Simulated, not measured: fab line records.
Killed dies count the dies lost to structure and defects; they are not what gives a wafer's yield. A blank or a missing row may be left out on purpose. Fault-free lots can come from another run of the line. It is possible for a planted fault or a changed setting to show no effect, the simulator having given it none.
Split-lot trial    flow sky130    23 wafers read from 5 lots, route of 708 steps

== ON THE SPLIT ==
At SKY_RES_XHIGH_SOFTBAKE_03 (time 60 s), the setting temp_c was moved away from the recipe's 90 C on 10 of the 23 wafers read, by +1.6% to +4.1%. For the rest of the wafers, this setting stayed at what the recipe calls for.

Reading taken at the split's own step.

== THE READING ==
NOVOLAK_of_RES_XHIGH_COAT_02.thk_nm (the simulator's own value, which no gauge read), in nm, at SKY_RES_XHIGH_SOFTBAKE_03 (time 60 s). There is no usual value for it anywhere in the file. Average 1141 nm, standard deviation 3.3 nm, over the 13 wafers here run with the recipe.

wafer   tool, chamber at the split  temp_c as run, C  against the recipe  NOVOLAK_of_RES_XHIGH_COAT_02.thk_nm, nm  against lot-mates on the recipe
L075.1  litho_track-04, 0           93.57             +4.0%               1128                                     -11
L075.2  litho_track-04, 0           90                recipe              1139                                     -
L075.3  litho_track-04, 0           90                recipe              1139                                     -
L075.4  litho_track-04, 0           90                recipe              1138                                     -
L075.6  litho_track-04, 0           93.57             +4.0%               1130                                     -9
L077.2  litho_track-02, 0           90                recipe              1146                                     -
L077.5  litho_track-02, 0           90                recipe              1146                                     -
L077.3  litho_track-02, 0           90                recipe              1145                                     -
L079.1  litho_track-01, 0           91.45             +1.6%               1132                                     -4
L079.2  litho_track-01, 0           91.45             +1.6%               1128                                     -8
L079.4  litho_track-01, 0           90                recipe              1137                                     -
L079.5  litho_track-01, 0           91.45             +1.6%               1130                                     -6
L079.6  litho_track-01, 0           90                recipe              1135                                     -
L081.1  litho_track-02, 0           90                recipe              1140                                     -
L081.2  litho_track-02, 0           93.66             +4.1%               1126                                     -15
L081.3  litho_track-02, 0           93.66             +4.1%               1127                                     -14
L081.4  litho_track-02, 0           90                recipe              1142                                     -
L081.6  litho_track-02, 0           93.66             +4.1%               1131                                     -10
L085.1  litho_track-01, 0           93.28             +3.6%               1131                                     -11
L085.2  litho_track-01, 0           90                recipe              1142                                     -
L085.5  litho_track-01, 0           90                recipe              1142                                     -
L085.4  litho_track-01, 0           93.28             +3.6%               1132                                     -10
L085.6  litho_track-01, 0           90                recipe              1141                                     -

THE FIT
A straight line over all 23 wafers: NOVOLAK_of_RES_XHIGH_COAT_02.thk_nm changes by -3.04 nm for each +1% of temp_c; r = -0.84; the points scatter about the line by 3.6 nm.
The same after taking each lot's own level away (the mean of its wafers on the recipe; 23 wafers): -2.89 nm for each +1%; r = -0.96; scatter 1.5 nm.
Per that fit: largest temp_c move, reading shift of 12 nm.
Across the lots, their own levels run from 1136.0 to 1145.7 nm, a range of 3.0 times the standard deviation given above.
So the lot-to-lot level changes the slope little: the two slopes agree.
Check: for one of the wafers moved furthest among these (+4.1%), held out of the fit, the line's prediction against its lot-mates is -11.4 nm. Against them it came out at -15 nm.

== THE OTHER SPLITS THESE WAFERS WENT THROUGH ==
Before the reading, these wafers also passed through other splits. Each is held against what the fit with the lots' levels taken away leaves over:
other split on the same wafers      wafers away from the commonest value  r with NOVOLAK_of_RES_XHIGH_COAT_02.thk_nm (lot level and that fit taken away)
SKY_LDD_HVP_COAT_02 spin_rpm        4                                     +0.06
SKY_LDD_HVP_IMPLANT_08 dose_cm2     11                                    -0.06
SKY_LDD_LDN_IMPLANT_09 energy_kev   10                                    +0.16
SKY_POLY_CUT_COAT_03 spin_rpm       8                                     +0.21
SKY_POLY_CUT_ETCH_10 ion_energy_ev  11                                    -0.22
SKY_SD_P_COAT_02 resist_thk_nm      5                                     -0.19

== THE WHOLE CHAIN: every reading that the file lists as answering this split, in the file's order ==
step                       what it does     reading                                                                               change (the file's fit)               r (the file's)
SKY_RES_XHIGH_SOFTBAKE_03  time 60 s        NOVOLAK_of_RES_XHIGH_COAT_02.thk_nm (the simulator's own value, which no gauge read)  -2.88 nm for each +1% of the setting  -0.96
SKY_RES_XHIGH_STRIP_08     strips in O2/N2  strip_time_to_endpoint_s                                                              withheld for each +1% of the setting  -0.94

== THE FILE'S OWN FIT ==
NOVOLAK_of_RES_XHIGH_COAT_02.thk_nm changes by -2.88 nm for each +1% of temp_c, r = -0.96.
